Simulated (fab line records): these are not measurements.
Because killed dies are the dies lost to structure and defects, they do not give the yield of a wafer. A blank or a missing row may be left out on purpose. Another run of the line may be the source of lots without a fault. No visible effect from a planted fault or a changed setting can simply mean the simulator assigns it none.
Which tool did it?	flow sky130	72 wafers from 24 lots sampled at 3 of the route's 708 steps

== WHAT THE GAUGES READ, wafer by wafer ==
SKY_METAL1_OVL_MEAS_16. Usual: for METAL1_OVL the level is -2 nm and the standard deviation is 5.1.
lot	measured	on	METAL1_OVL (nm)	flag
L074	day 32 12:55	overlay-01	-7 -5 0	
L077	day 33 18:28	overlay-01	-4 1 1	
L075	day 33 19:30	overlay-01	-5 1 1	
L076	day 33 19:37	overlay-01	-3 2 -2	
L078	day 34 05:56	overlay-01	-4 -4 -5	
L079	day 34 08:43	overlay-02	4 6 7	
L080	day 34 16:13	overlay-02	0 -2 -3	
L081	day 34 17:46	overlay-02	3 -4 0	
L082	day 35 09:17	overlay-02	-1 3 -3	
L083	day 35 13:55	overlay-01	9 5 8	
L084	day 36 03:18	overlay-02	-4 6 -5	
L085	day 36 13:19	overlay-02	-12 -5 -9	
L086	day 36 18:25	overlay-01	-2 -4 -1	
L088	day 38 12:00	overlay-01	9 9 1	
L087	day 38 14:09	overlay-01	-10 -5 -2	
L090	day 38 15:31	overlay-02	-13 -4 -7	
L092	day 38 16:35	overlay-02	-7 5 -2	
L089	day 38 17:05	overlay-02	3 5 8	
L091	day 38 17:25	overlay-01	-13 -11 -4	
L093	day 38 19:40	overlay-02	-8 1 -6	
L094	day 39 07:43	overlay-01	-1 8 -4	
L096	day 40 09:34	overlay-02	-2 -6 -8	
L095	day 40 10:40	overlay-02	-1 -5 0	
L097	day 40 12:34	overlay-02	-12 -12 -9	

SKY_METAL2_CD_MEAS_15 targets a cd of 140 nm. Usual: cd-nm reads 139.9 nm (standard deviation 1.6).
lot	measured	on	cd-nm (nm)	flag
L074	day 34 20:40	cd-sem-01	140.0 139.8 139.6	
L077	day 36 02:00	cd-sem-01	138.2 139.3 138.5	
L075	day 36 03:31	cd-sem-02	142.7 142.7 142.5	
L076	day 36 03:53	cd-sem-01	139.2 140.2 139.8	
L078	day 36 14:18	cd-sem-01	137.9 137.7 137.9	
L079	day 36 16:23	cd-sem-01	140.9 139.7 140.0	
L080	day 37 01:30	cd-sem-01	138.8 138.7 138.5	
L081	day 37 02:48	cd-sem-01	138.8 137.0 139.5	
L082	day 37 16:53	cd-sem-02	139.8 140.2 139.2	
L083	day 37 21:17	cd-sem-01	140.8 139.2 137.3	
L084	day 38 10:29	cd-sem-02	140.2 140.0 140.2	
L085	day 38 20:29	cd-sem-01	141.5 142.2 140.8	
L086	day 39 00:26	cd-sem-01	139.0 140.4 139.5	
L088	day 40 16:53	cd-sem-01	141.8 143.0 141.0	
L087	day 40 18:42	cd-sem-01	138.8 139.4 139.8	
L090	day 40 20:06	cd-sem-01	138.6 138.4 138.4	
L092	day 40 21:14	cd-sem-02	139.0 139.5 138.7	
L089	day 40 21:30	cd-sem-02	139.6 138.6 141.5	
L091	day 40 22:50	cd-sem-02	139.6 139.8 140.1	
L093	day 41 00:06	cd-sem-01	138.8 139.8 140.0	
L094	day 41 09:38	cd-sem-01	143.2 144.3 143.8	
L096	day 42 11:50	cd-sem-02	140.2 140.6 140.5	
L095	day 42 12:47	cd-sem-02	138.2 138.3 138.2	
L097	day 42 15:14	cd-sem-01	142.7 142.9 140.9	

SKY_VIA2_OVL_MEAS_13. Usual: for VIA2_OVL the level is 3 nm and the standard deviation is 4.9.
lot	measured	on	VIA2_OVL (nm)	flag
L074	day 36 00:21	overlay-02	-1 1 1	
L077	day 37 06:42	overlay-02	-7 2 -7	
L075	day 37 08:01	overlay-02	9 6 -1	
L076	day 37 08:52	overlay-01	8 6 8	
L078	day 37 18:53	overlay-01	8 0 3	
L079	day 37 19:54	overlay-02	3 -6 -3	
L080	day 38 04:44	overlay-02	2 12 7	
L081	day 38 07:04	overlay-01	-6 10 -5	
L082	day 38 20:13	overlay-02	0 -1 3	
L083	day 39 00:01	overlay-01	4 8 4	
L084	day 39 13:30	overlay-01	-4 -3 5	
L085	day 39 22:36	overlay-02	2 10 2	
L086	day 40 02:04	overlay-01	2 -7 -4	
L088	day 41 18:27	overlay-01	2 6 0	
L087	day 41 20:18	overlay-01	-1 4 6	
L090	day 41 21:01	overlay-02	3 3 6	
L092	day 41 22:10	overlay-02	3 4 3	
L089	day 41 22:47	overlay-01	-1 7 4	
L091	day 42 00:33	overlay-01	10 -1 3	
L093	day 42 01:29	overlay-01	-8 7 4	
L094	day 42 09:52	overlay-02	4 4 5	
L096	day 43 12:33	overlay-02	8 0 4	
L095	day 43 13:33	overlay-01	-1 -6 -5	
L097	day 43 15:48	overlay-01	-2 11 7	

== TOOL THAT RAN EACH LOT (tool first, then ch and the chambers of the sampled wafers, then the start) ==
The record holds no process step before these readings.

== AS READ BY THE TOOLS THEMSELVES (means over the sampled wafers that have a number; for cases with no such wafer, the mark the record gives instead) ==
The record holds no such reading with a usual standard deviation.

== THE ANSWER, worked out from the rows above alone ==
Rule: a lot counts as off when the mean over its wafers that have a number is more than 3 standard deviations away from the usual mean. A lot without any number at a reading at which 4 lots or more have one is off too. Any other lot the step has rows for is counted as sound. Order of review: gauges by route order, followed by the tools' own readings, for which a lot's mean as printed above is used. At the first step where some lot is off, the reading lying furthest off is the one used; lots without a number count as furthest.
No lot is off on any of the readings shown, so nothing can be concluded from this.

== WHAT THE SIMULATOR HAD INSERTED ==
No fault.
